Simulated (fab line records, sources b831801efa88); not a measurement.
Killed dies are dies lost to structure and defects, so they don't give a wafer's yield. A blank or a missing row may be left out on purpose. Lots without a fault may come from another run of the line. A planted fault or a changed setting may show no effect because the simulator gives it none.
Chamber matching | flow gf180mcu | GF_V4_ETCH_16 on rie_diel-03: 4 sister chambers
The step etches BARC in N2/H2. 18 wafers are shown with their chamber, then 9 later ones without.

WAFERS WITH THEIR CHAMBER
wafer  | chamber | drypump_motor_current_A (A) | oes_product_au (a.u.) | throttle_valve_pct (%)
L076.1 | 3       | 6.7                         | 0.857                 | 13.231
L076.2 | 0       | 5.8                         | 0.853                 | 13.238
L076.4 | 2       | 5.6                         | 0.852                 | 13.208
L078.1 | 1       | 6.0                         | 0.863                 | 13.218
L078.2 | 2       | 5.6                         | 0.859                 | 13.238
L078.3 | 0       | 5.8                         | 0.854                 | 13.216
L082.2 | 0       | 5.8                         | 0.858                 | 13.218
L082.4 | 1       | 6.0                         | 0.858                 | 13.229
L082.5 | 1       | 6.0                         | 0.854                 | 13.211
L084.1 | 3       | 6.7                         | 0.851                 | 13.219
L084.3 | 0       | 5.8                         | 0.848                 | 13.223
L084.5 | 0       | 5.8                         | 0.847                 | 13.211
L086.3 | 0       | 5.8                         | 0.849                 | 13.229
L086.4 | 1       | 6.0                         | 0.851                 | 13.217
L086.6 | 3       | 6.8                         | 0.858                 | 13.219
L088.1 | 2       | 5.6                         | 0.862                 | 13.226
L088.3 | 0       | 5.8                         | 0.851                 | 13.233
L088.5 | 0       | 5.8                         | 0.850                 | 13.213

SIGNATURES (means of the wafers above)
reading                 | chamber 0 | chamber 1 | chamber 2 | chamber 3 | scatter within a chamber
drypump_motor_current_A | 5.800     | 6.000     | 5.600     | 6.733     | 0.0218
oes_product_au          | 0.85125   | 0.85650   | 0.85767   | 0.85533   | 0.00426
throttle_valve_pct      | 13.22263  | 13.21875  | 13.22400  | 13.22300  | 0.01
Rule: a wafer's distance from a chamber is the root of the sum, over the readings, of the square of ((its reading less the chamber's mean) divided by the reading's scatter). The wafer belongs to the nearest chamber; if the next one is less than 2 further off, it can't be placed. The scatter: the root of (the sum of the squares of (reading less its chamber's mean) over the shown wafers, divided by (wafers less chambers)).

WAFERS WITHOUT THEIR CHAMBER
wafer  | drypump_motor_current_A (A) | oes_product_au (a.u.) | throttle_valve_pct (%)
L089.2 | 5.7                         | 0.867                 | 13.215
L089.3 | 5.8                         | 0.859                 | 13.230
L089.5 | 6.0                         | 0.856                 | 13.218
L094.2 | 5.8                         | 0.858                 | 13.220
L094.3 | 6.8                         | 0.853                 | 13.243
L094.6 | 6.0                         | 0.862                 | 13.234
L095.4 | 6.8                         | 0.851                 | 13.206
L095.5 | 6.7                         | 0.846                 | 13.231
L095.6 | 5.8                         | 0.864                 | 13.211

WHICH CHAMBER EACH WENT THROUGH
wafer  | from the rows above     | in truth
L089.2 | can't be placed: 2 or 0 | 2
L089.3 | 0                       | 0
L089.5 | 1                       | 1
L094.2 | 0                       | 0
L094.3 | 3                       | 3
L094.6 | 1                       | 1
L095.4 | 3                       | 3
L095.5 | 3                       | 3
L095.6 | 0                       | 0
Placed correctly: 8 of 9. Can't be placed from these rows: 1 (the true chamber is among the candidates in 1). Placed wrongly: 0.
